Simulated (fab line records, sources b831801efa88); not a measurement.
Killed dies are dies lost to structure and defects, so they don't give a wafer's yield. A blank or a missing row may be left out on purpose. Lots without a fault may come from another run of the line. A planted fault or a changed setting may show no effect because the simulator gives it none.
fab line records | flow sky130
record lots=6 wafers=18 last_day=50
route steps=708 shown RES_XHIGH@360 SALICIDE@361 LI_CONTACT@362
lots that met no fault: from a run of the same line without faults
start_h: hours from the record's first day to the start of the lot's first wafer shown | wait_h: hours since the lot's step before | " the same as in the row above | L1.1+2: a row that stands for several wafers | - no value, or no start given | * or withheld: withheld | < > ~ a bound
route shown NAME@n: a module of which the file shows steps, and the number in the route of the first | usual: mean/standard deviation of fault-free wafers | same: alike in all rows | chamber/n: place in a boat | sites: the reading at each site | _std_site: their standard deviation | _edge_site: outer sites' mean less inner sites' | radius_mm: how far each site lies from the wafer's centre | mask NAME#n: copy n | behind: the tool/chamber that last shaped the wafer | hold: why the lot was held/for how many hours/how that ended | device: the transistor (n, p or np) that didn't switch | end of line: the same wafers' tests at the end of the route | a step without rows: its recipe alone | killed: dies lost to structure and defects at the first sort, not the wafer's yield | map: a wafer's dies, x killed, . not, _ none there
set.NAME: the setting as run; set.NAME@STEP: as run at that earlier step | model.NAME: the simulator's own value behind a step, which no gauge read
lots at some steps of the route; a table a step, a row a wafer
services: from which hour (start_h, from the record's first day; less than 0 if before it) a tool's chamber was out of use, for how many hours, and why
## steps
# step SKY_SD_N_RS_MEAS_18
# recipe thk_meas_gauge=four-point-probe
# usual RES_XHIGH_RS=333.7/1.3
# columns lot.wafer tool chamber start_h wait_h RES_XHIGH_RS[ohm/sq]
L721.1 film_metro-03 - 693.70 0.1 332.5
L721.4 " - " " 332.0
L721.6 " - " " 332.7
L730.3 film_metro-03 - 770.34 0.1 333.0
L730.5 " - " " 334.4
L730.6 " - " " 333.5
L731.1 film_metro-04 - 771.01 0.1 335.0
L731.2 " - " " 334.2
L731.4 " - " " 333.2
L736.2 film_metro-03 - 803.13 0.1 332.4
L736.4 " - " " 333.9
L736.6 " - " " 335.2
L737.2 film_metro-01 - 815.53 0.1 333.3
L737.5 " - " " 334.3
L737.6 " - " " 334.3
L738.1 film_metro-04 - 817.91 0.1 332.6
L738.3 " - " " 334.3
L738.6 " - " " 334.2
# step SKY_SALICIDE_CLEAN_00
# recipe chemistry=HF-last time_s=30 dilution=100:1 dry=ipa_marangoni
# step SKY_LI_CONTACT_HDPCVD_00
# recipe material=PSG target_thk_nm=930 sigma_open_frac=0.3 time_s=155 temp_c=600 sih4_flow_sccm=60 pressure_mtorr=6
# step SKY_LI_CONTACT_THK_MEAS_01
# recipe reads=PSG_of_LI_CONTACT_HDPCVD_00
# usual LI_CONTACT_HDPCVD_THK=932/12
# columns lot.wafer tool chamber start_h wait_h LI_CONTACT_HDPCVD_THK[nm]
L721.1 film_metro-01 - 693.94 0.1 934
L721.4 " - " " 918
L721.6 " - " " 941
L730.3 film_metro-03 - 770.56 0.1 941
L730.5 " - " " 939
L730.6 " - " " 928
L731.1 film_metro-03 - 771.25 0.1 939
L731.2 " - " " 929
L731.4 " - " " 941
L736.2 film_metro-01 - 803.36 0.1 925
L736.4 " - " " 932
L736.6 " - " " 930
L737.2 film_metro-03 - 815.76 0.1 925
L737.5 " - " " 922
L737.6 " - " " 938
L738.1 film_metro-03 - 818.15 0.1 942
L738.3 " - " " 933
L738.6 " - " " 936
# step SKY_LI_CONTACT_CMP_02
# recipe material=PSG down_force_psi=4 platen_rpm=60 pad_velocity_m_s=0.94248
# usual motor_current_A=12.4/1.7 retaining_ring_pressure_frac=1.000/0.0054 slurry_filter_dp_kPa=13.48/0.14 time_to_endpoint_s=33.0/2.9
# columns lot.wafer tool chamber start_h wait_h motor_current_A retaining_ring_pressure_frac slurry_filter_dp_kPa time_to_endpoint_s
L721.4 cmp-01 3 694.29 0.3 9.9 0.995 13.49 29.7
L721.1 " 0 " " 11.7 0.999 13.64 30.8
L721.6 " 3 " " 9.6 1.003 13.27 31.8
L730.3 cmp-01 3 770.65 0.1 10.0 0.997 13.54 33.6
L730.5 " 2 " " 14.3 1.004 13.49 35.0
L730.6 " 3 " " 9.8 1.005 13.39 31.9
L731.2 cmp-01 1 771.31 0.0 13.5 1.004 13.18 34.6
L731.4 " 3 " " 9.6 0.994 13.44 34.6
L731.1 " 0 " " 12.2 1.005 13.45 33.9
L736.4 cmp-01 2 803.41 0.0 13.7 1.003 13.49 32.0
L736.2 " 1 " " 14.0 0.997 13.45 28.9
L736.6 " 3 " " 9.6 0.997 13.60 29.9
L737.2 cmp-02 0 815.91 0.1 11.4 0.999 13.35 30.1
L737.5 " 2 " " 13.3 0.991 13.12 29.5
L737.6 " 3 " " 14.2 0.996 13.27 35.2
L738.3 cmp-02 1 818.21 0.0 11.5 0.997 13.45 33.9
L738.1 " 2 " " 12.6 0.995 13.59 29.1
L738.6 " 1 " " 11.4 1.008 13.46 33.7
# step SKY_LI_CONTACT_BOW_MEAS_03
# recipe mode=bow
# usual LI_CONTACT_BOW=55/7.6
# columns lot.wafer tool chamber start_h wait_h LI_CONTACT_BOW[um]
L721.1 film_metro-01 - 694.54 0.1 61
L721.4 " - " " 56
L721.6 " - " " 72
L730.3 film_metro-03 - 770.94 0.2 65
L730.5 " - " " 59
L730.6 " - " " 56
L731.1 film_metro-01 - 771.61 0.1 51
L731.2 " - " " 56
L731.4 " - " " 39
L736.2 film_metro-03 - 803.73 0.1 55
L736.4 " - " " 53
L736.6 " - " " 47
L737.2 film_metro-01 - 816.13 0.2 50
L737.5 " - " " 49
L737.6 " - " " 38
L738.1 film_metro-01 - 818.51 0.2 60
L738.3 " - " " 55
L738.6 " - " " 69
# step SKY_LI_CONTACT_DEHYDRATE_04
# recipe temp_c=200 time_s=60
# step SKY_LI_CONTACT_HMDS_05
# recipe prime_time_s=60 prime_temp_c=120
# step SKY_LI_CONTACT_COAT_06
# recipe resist=BARC temp_c=withheld time_s=withheld spin_rpm=3000 resist_thk_nm=60
# step SKY_LI_CONTACT_COAT_07
# recipe resist=KrF-thick spin_rpm=3000 resist_thk_nm=450
# step SKY_LI_CONTACT_SOFTBAKE_08
# recipe temp_c=100 time_s=90 resist=KrF-thick
# step SKY_LI_CONTACT_EXPOSE_09
# recipe mask_id=LICM1 na=0.8 source_shape=annular sigma_inner=0.55 sigma_outer=0.85 target_cd_nm=170 dose_mj=38
# step SKY_LI_CONTACT_PEB_10
# recipe peb_temp_c=withheld peb_time_s=withheld resist=KrF-thick
# usual chill_plate_temp_C=* exhaust_pa=45.2/0.93
# columns lot.wafer tool chamber start_h wait_h chill_plate_temp_C exhaust_pa
L721.1 litho_track-02 0 722 - * 45.5
L721.4 " 0 " " * 45.1
L721.6 " 0 " " * 45.1
L730.3 litho_track-03 - 798 - - -
L730.5 " - " " - -
L730.6 " - " " - -
L731.1 litho_track-01 - 798 - - -
L731.2 " - " " - -
L731.4 " - " " - -
L736.2 litho_track-02 0 829 - * 44.7
L736.4 " 0 " " * 44.7
L736.6 " 0 " " * 45.0
L737.2 litho_track-03 0 842 - * 44.4
L737.5 " 0 " " * 44.8
L737.6 " 0 " " * 43.9
L738.1 litho_track-03 0 844 - * 43.8
L738.3 " 0 " " * 44.6
L738.6 " 0 " " * 43.5
# step SKY_LI_CONTACT_DEVELOP_11
# recipe develop_time_s=60 resist=KrF-thick dev_temp_c=21
## services
# columns tool chamber start_h hours kind
cmp-01 - 686.40 0.2 repair
cmp-01 - 732.94 5.1 pm
cmp-02 - 751.43 4.0 pm
cmp-02 - 755.43 - consumable_replace:conditioner
cmp-02 - 755.43 - consumable_replace:pad
cmp-01 - 781.66 5.1 pm
cmp-01 - 788.21 1.5 repair
cmp-02 - 809.67 6.1 repair
cmp-02 - 821.56 0.5 repair
litho_track-03 - 835.52 - consumable_replace:filter
## key
first_sign step=SKY_LI_CONTACT_PEB_10 reading=tool_record direction=missing
effect none on later readings
met_at SKY_LI_CONTACT_PEB_10
struck_wafers L730.3,L730.5,L730.6,L731.1,L731.2,L731.4
later_rows_left_out L730.3,L730.5,L730.6,L731.1,L731.2,L731.4
sort_left_out L730.3,L730.5,L730.6,L731.1,L731.2,L731.4
tester_left_out L730,L731
fault kind=skipped_step_whole tool=litho_track-01,litho_track-03 chamber=- onset_h=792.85 steps=SKY_LI_CONTACT_PEB_10 scope=struck_lots_only
# tester_left_out: of these lots the tester's yield and bins aren't shown, on N5 and GAA mostly nor the transistor test; their killed dies are dies lost to structure and defects alone, not to doping, threshold or leakage, so they don't give the yield
# sort_left_out: the simulated sort isn't trusted on such a fault, so these wafers' sort isn't shown, and their yield isn't known
# later_rows_left_out: the simulator's readings of these wafers behind a module that went badly wrong aren't trusted and aren't shown, but for the sort
